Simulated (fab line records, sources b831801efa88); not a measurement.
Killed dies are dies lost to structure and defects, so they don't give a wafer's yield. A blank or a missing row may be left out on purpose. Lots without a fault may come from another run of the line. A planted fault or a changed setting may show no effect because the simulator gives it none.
Problem report in the 8D (eight disciplines) form, filled by code | flow sky130 | the parts of the form that need people (team, actions taken, sign-off) are left out

1. THE PROBLEM
oes_product_au at SKY_VIA2_ETCH_14 reads a mean of 0.990 a.u. on 2 wafers of 2 lots; wafers without a fault read 0.855 a.u. with a standard deviation of 0.0051. That is +26 standard deviations from the usual mean.
The step: etches BARC in N2/H2, stops on SiO2, time 45.9 s, target depth 60 nm.
First seen on wafer L256.2, day 41 06:01, on rie_diel-03. The record holds 18 wafers of 6 lots with a number at this step. Rule for "out", or "out of limits": more than 4 standard deviations from the usual mean. The other wafers with a number count as sound.

2. WHAT IT IS AND WHAT IT IS NOT
question                    | is                           | is not
which readings at this step | oes_product_au, run_length_s | -
which lots                  | L256, L257                   | L240, L244, L260, L263
which wafers of those lots  | L256.2, L257.4               | L256.3, L256.6, L257.1, L257.5
read on which tools         | rie_diel-03                  | rie_diel-01, rie_diel-02
when                        | from day 41 06:01            | up to then (8 sound wafers); but 8 sound wafers of L257, L260, L263 came after

3. SUSPECTS, AND WHAT RULES EACH OUT
Counting: a tool at a process step up to the reading stays a suspect if it ran every lot that is out. Sound lots after the first of them don't rule it out here, since some wafers of a struck lot are sound.
- cmp-01 at SKY_VIA2_CMP_02 (polishes SiO2): kept. It ran every lot that is out, first L256 (day 40 04:52).
- rie_diel-03 at SKY_VIA2_ETCH_14 (etches BARC in N2/H2, stops on SiO2, time 45.9 s, target depth 60 nm): kept. It ran every lot that is out, first L256 (day 41 06:01); its last sound lot up to then is L244 (day 38 03:49). Its own readings are out on those wafers: oes_product_au, run_length_s.
- Within rie_diel-03 at SKY_VIA2_ETCH_14: the wafers that are out ran in chamber 1; their sound lot-mates ran in chambers 0, 2, 3.
Left after counting: cmp-01 at SKY_VIA2_CMP_02, rie_diel-03 at SKY_VIA2_ETCH_14.

4. THE CAUSE (what the simulator had put in)
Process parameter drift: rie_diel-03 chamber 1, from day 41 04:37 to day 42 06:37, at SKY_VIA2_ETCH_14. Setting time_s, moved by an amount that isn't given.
Counting left 2 suspects, and this tool is among them.

5. THE CHAIN OF EFFECTS, in route order
Each row: a reading whose mean over the struck wafers that have a number lies more than 3 standard deviations from the usual. Only readings for which the record gives a usual standard deviation are gone through. hours: the time from each lot's start at the first step in this table that gives one to its start at this step, as a median over the lots. sigmas: the change in usual standard deviations.
hours | step             | reading        | usual      | on struck wafers | change | sigmas
0     | SKY_VIA2_ETCH_14 | oes_product_au | 0.855 a.u. | 0.990            | +0.135 | +26
0     | SKY_VIA2_ETCH_14 | run_length_s   | 74.2 s     | 67.9             | -6.3   | -13
The process steps in it:
- SKY_VIA2_ETCH_14: etches BARC in N2/H2, stops on SiO2, time 45.9 s, target depth 60 nm.

6. WHAT WOULD HAVE CAUGHT IT SOONER
In this record the first reading out of limits was taken at day 41 06:01, 1 hour after the fault began at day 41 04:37.
